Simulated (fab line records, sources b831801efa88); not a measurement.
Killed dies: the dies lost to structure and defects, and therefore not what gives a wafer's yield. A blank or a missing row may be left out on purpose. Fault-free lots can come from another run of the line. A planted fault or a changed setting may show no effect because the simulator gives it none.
fab line records | flow sky130
[record] lots = 5 wafers = 15 last-day = 50
route steps=708 shown PAD_OPEN@699
lots untouched by any fault: they come from a run of this same line in which no faults occurred
start-h: hours from the record's first day to the start of the lot's first wafer shown | wait-h: how many hours have passed since the lot's step before this one | " repeats the value in the row above | L1.1+2: a single row standing in for several wafers | - no value, or no start was given | * or withheld: withheld | < > ~ a bound
route shown NAME@n: names a module that has steps shown in the file, with the first one's number in the route | usual: the fault-free wafers' mean and standard deviation | same: alike in all rows | chamber/n: place in a boat | sites: readings site by site | _std_site: standard deviation across them | _edge_site: inner sites' mean taken away from outer sites' mean | radius-mm: how far each site lies from the wafer's centre | mask NAME#n: copy n | behind: the last tool/chamber to shape the wafer | hold: the reason the lot was held/the length of the hold in hours/how it ended | device: which transistor (n, p or np) failed to switch | end of line: the route-end tests of the same wafers | where a step has no rows: the recipe by itself | killed: not the wafer's yield, but the dies lost to structure and defects at the first sort | map: a wafer's dies, marking killed ones x, the rest . and places with no die _
set.NAME: the setting that was run; set.NAME@STEP: the one run at that earlier step | model.NAME: the simulator's own value behind a step, which no gauge read
lots at some steps of the route; a table a step, a row a wafer
services: when a tool's chamber went out of use (start-h, in hours from the record's first day, below 0 if earlier), for how many hours, and the reason
[[steps]]
[step SKY_PAD_OPEN_PEB_05]
[recipe] temp-c = 115 time-s = withheld
// columns lot.wafer tool chamber start-h wait-h
L083.1+5+6 litho-track-03 0 - -
L084.1+4+5 litho-track-01 0 - -
L087.3+4+6 litho-track-03 0 - -
L089.1+4+5 litho-track-03 0 - -
L094.4+5+6 litho-track-03 0 - -
[step SKY_PAD_OPEN_DEVELOP_06]
[recipe] develop-time-s = 58.21 dev-temp-c = 23
// columns lot.wafer tool chamber start-h wait-h
L083.1+5+6 litho-track-03 0 - -
L084.1+4+5 litho-track-01 0 - -
L087.3+4+6 litho-track-03 0 - -
L089.1+4+5 litho-track-03 0 - -
L094.4+5+6 litho-track-03 0 - -
[step SKY_PAD_OPEN_ETCH_07]
[recipe] chemistry = CF4/O2 target-depth-nm = 725 stop-on = AlCu source-w = 800 bias-w = 150 pressure-mtorr = 150 cf4-flow-sccm = 80 O2_flow_sccm = 10 time-s = 161.1
[usual] bias-w = 150.0/0.46 chamber-pressure-mTorr = 150.01/0.14 drypump-motor-current-A = 5.7/0.55 oes-product-au = 0.978/0.0086 throttle-valve-pct = 5.964/0.0095
// columns lot.wafer tool chamber start-h wait-h bias-w chamber-pressure-mTorr drypump-motor-current-A oes-product-au rf-hours-counter-h throttle-valve-pct
L083.1 rie-diel-04 2 1149.82 - 150.1 150.10 4.9 0.983 29 5.996
L083.5 " 3 " " 149.4 150.07 6.3 0.985 - 5.954
L083.6 " 0 " " 149.8 150.25 6.2 0.987 - 5.991
L084.1 rie-diel-02 1 1155.45 - 149.5 149.98 5.3 0.957 26 5.966
L084.4 " 2 " " 150.0 150.10 5.8 0.972 18 5.967
L084.5 " 1 " " 149.9 150.02 5.3 0.970 - 5.953
L087.3 rie-diel-01 1 1169.27 - 149.8 149.93 6.6 0.970 17 5.964
L087.4 " 3 " " 150.0 150.27 5.2 0.980 25 5.961
L087.6 " 2 " " 149.2 149.98 4.8 0.995 - 5.972
L089.1 rie-diel-04 0 1181.62 - 150.6 150.32 6.2 0.970 25 5.973
L089.4 " 0 " " 150.1 149.97 6.2 0.978 - 5.960
L089.5 " 2 " " 149.2 149.96 4.9 0.978 - 5.959
L094.4 rie-diel-02 0 1203.72 - 149.8 150.03 5.5 0.995 6 5.952
L094.5 " 2 " " 149.3 149.98 5.7 0.994 - 5.965
L094.6 " 3 " " 149.9 150.05 5.9 0.981 - 5.965
[step SKY_PAD_OPEN_STRIP_08]
[recipe] chemistry = O2/N2 power-w = 1400 pressure-mtorr = 1500 platen-temp-c = withheld overash-fraction = 0.7 o2-flow-sccm = 3000 n2-flow-sccm = 300
[usual] chamber-pressure-mTorr = 1500.5/2.9 drypump-motor-current-A = 5.5/0.31 oes-product-au = 0.662/0.005 strip-time-to-endpoint-s = 37.06/0.1
// columns lot.wafer tool chamber start-h wait-h chamber-pressure-mTorr drypump-motor-current-A oes-product-au rf-hours-counter-h strip-time-to-endpoint-s
L083.1 plasma-asher-03 1 1149.92 0.1 1497.3 5.2 0.651 100 37.13
L083.5 " 0 " " 1502.3 5.3 0.659 - 37.05
L083.6 " 1 " " 1502.1 5.2 0.661 - 37.21
L084.1 plasma-asher-02 0 1155.55 0.1 1502.1 5.6 0.662 9 37.16
L084.4 " 0 " " 1499.0 5.7 0.659 - 37.17
L084.5 " 0 " " 1499.0 5.7 0.662 - 37.14
L087.3 plasma-asher-03 0 1169.41 0.1 1501.5 5.3 0.656 - 37.04
L087.4 " 1 " " 1501.4 5.2 0.667 - 37.06
L087.6 " 0 " " 1497.4 5.3 0.665 - 37.02
L089.1 plasma-asher-03 1 1181.72 0.1 1499.8 5.2 0.655 104 36.91
L089.4 " 0 " " 1499.0 5.3 0.661 - 36.96
L089.5 " 0 " " 1500.1 5.3 0.662 - 36.89
L094.4 plasma-asher-02 0 1203.86 0.1 1500.1 5.6 0.668 - 37.21
L094.5 " 1 " " 1499.2 6.1 0.665 - 37.04
L094.6 " 0 " " 1500.4 5.6 0.664 - 37.11
[step SKY_PAD_OPEN_STRIP_09]
[recipe] chemistry = post-etch-residue-remover time-s = 1200 temp-c = 72.5
[usual] bath-guard-temp-C = 72.8/0.61
// columns lot.wafer tool chamber start-h wait-h bath-guard-temp-C
L083.1 wet-bench-04 0 1150.02 0.1 73.3
L083.5 " 0 " " 73.3
L083.6 " 0 " " 73.1
L084.1 wet-bench-04 0 1155.65 0.1 73.2
L084.4 " 0 " " 73.1
L084.5 " 0 " " 72.8
L087.3 wet-bench-02 0 1169.47 0.0 72.0
L087.4 " 0 " " 72.0
L087.6 " 0 " " 71.9
L089.1 wet-bench-04 3 1181.82 0.1 72.6
L089.4 " 3 " " 72.7
L089.5 " 3 " " 72.8
L094.4 wet-bench-02 1 1203.92 0.0 72.1
L094.5 " 1 " " 72.0
L094.6 " 1 " " 72.2
[step SKY_PAD_OPEN_CLEAN_10]
[recipe] chemistry = IPA time-s = 180 temp-c = 25
// columns lot.wafer tool chamber start-h wait-h
L083.1+5+6 wet-bench-04 2 1150.37 0.0
L084.1+4+5 wet-bench-03 2 1156.00 0.0
L087.3+4+6 wet-bench-04 0 1169.82 0.0
L089.1+4+5 wet-bench-03 1 1182.17 0.0
L094.4+5+6 wet-bench-03 0 1204.27 0.0
[step SKY_PAD_OPEN_CLEAN_11]
[recipe] chemistry = O3/DIW dry = n2-spin
// columns lot.wafer tool chamber start-h wait-h
L083.1+5+6 wet-bench-02 1 1150.42 0.0
L084.1+4+5 wet-bench-02 0 1156.05 0.0
L087.3+4+6 wet-bench-03 0 1169.87 0.0
L089.1+4+5 wet-bench-02 1 1182.22 0.0
L094.4+5+6 wet-bench-04 0 1204.32 0.0
[step SKY_PAD_OPEN_ANNEAL_12]
[recipe] temp-c = 400 time-s = withheld ambient = N2/H2 idle-temp-c = 300 ramp-up-c-per-min = 8 ramp-down-c-per-min = 4
// columns lot.wafer tool chamber start-h wait-h
L083.1+5+6 furnace-01 0 1150.52 0.0
L084.1+4+5 furnace-02 0 1156.15 0.0
L087.3+4+6 furnace-01 0 1169.97 0.0
L089.1+4+5 furnace-01 0 1182.32 0.0
L094.4+5+6 furnace-02 0 1204.42 0.0
[step SKY_PAD_OPEN_BOW_MEAS_13]
[recipe] mode = bow
[usual] PAD_OPEN_BOW = 48/9.1
// columns lot.wafer tool chamber start-h wait-h PAD_OPEN_BOW[um]
L083.1 film-metro-04 - 1152.02 - 43
L083.5 " - " " 48
L083.6 " - " " 52
L084.1 film-metro-02 - 1157.65 - 35
L084.4 " - " " 38
L084.5 " - " " 28
L087.3 film-metro-02 - 1171.51 - 48
L087.4 " - " " 49
L087.6 " - " " 46
L089.1 film-metro-01 - 1183.82 - 48
L089.4 " - " " 52
L089.5 " - " " 61
L094.4 film-metro-04 - 1205.98 - 54
L094.5 " - " " 54
L094.6 " - " " 67
[[services]]
// columns tool chamber start-h hours kind
litho-track-01 - 1127.92 - consumable-replace:filter
furnace-01 - 1143.17 3.6 pm
furnace-01 - 1152.29 3.9 pm
rie-diel-04 1 1156.07 - clean
rie-diel-04 1 1156.07 - consumable-replace:focus-ring
rie-diel-04 1 1156.07 26.2 scheduled-down
rie-diel-04 1 1156.07 26.2 vent-cycle
rie-diel-01 - 1168.00 0.2 repair
plasma-asher-02 - 1174.19 4.4 repair
wet-bench-04 - 1186.45 2.1 repair
rie-diel-02 0 1186.94 5.1 repair
[[key]]
fault none
